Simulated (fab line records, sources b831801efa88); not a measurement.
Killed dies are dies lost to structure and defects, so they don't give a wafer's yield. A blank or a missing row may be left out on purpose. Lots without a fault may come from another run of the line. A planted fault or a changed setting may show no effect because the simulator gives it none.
Which tool did it? | flow gf180mcu | 7 lots, 21 wafers sampled, at 1 step of a route of 602

WHAT THE GAUGES READ, wafer by wafer
GF_STI_THK_MEAS_24.
lot  | measured    | on            | STI_CVD_23_THK (nm)
L456 | day 2 07:43 | film_metro-02 | 659 655 653
L458 | day 2 19:56 | film_metro-04 | 652 641 659
L460 | day 3 06:55 | film_metro-02 | 651 651 656
L465 | day 4 07:37 | film_metro-03 | 658 654 667
L470 | day 5 08:35 | film_metro-02 | 644 640 649
L473 | day 6 00:40 | film_metro-03 | 652 645 649
L475 | day 6 11:17 | film_metro-03 | 637 637 653

WHICH TOOL RAN EACH LOT (tool, then ch and the chambers of the sampled wafers, then the start)
The record holds no process step before these readings.

THE ANSWER, worked out from the rows above alone
Rule: what is usual is taken from the lots themselves. Put in order of their means at a reading, lots are off if they are a third of the lots or fewer, leave a main group of 4 or more, and stand apart from it by a gap of 3 or more times the standard deviation of the main group's means; of several such gaps the widest counts. A main group whose means are all the same, to the digits that the tables above print for the reading, isn't used. A lot without any number at a reading at which 4 lots or more have one is off too. The other lots that the step has rows for count as sound.
No lot is off at any reading shown: from this, nothing can be told.

WHAT THE SIMULATOR HAD PUT IN
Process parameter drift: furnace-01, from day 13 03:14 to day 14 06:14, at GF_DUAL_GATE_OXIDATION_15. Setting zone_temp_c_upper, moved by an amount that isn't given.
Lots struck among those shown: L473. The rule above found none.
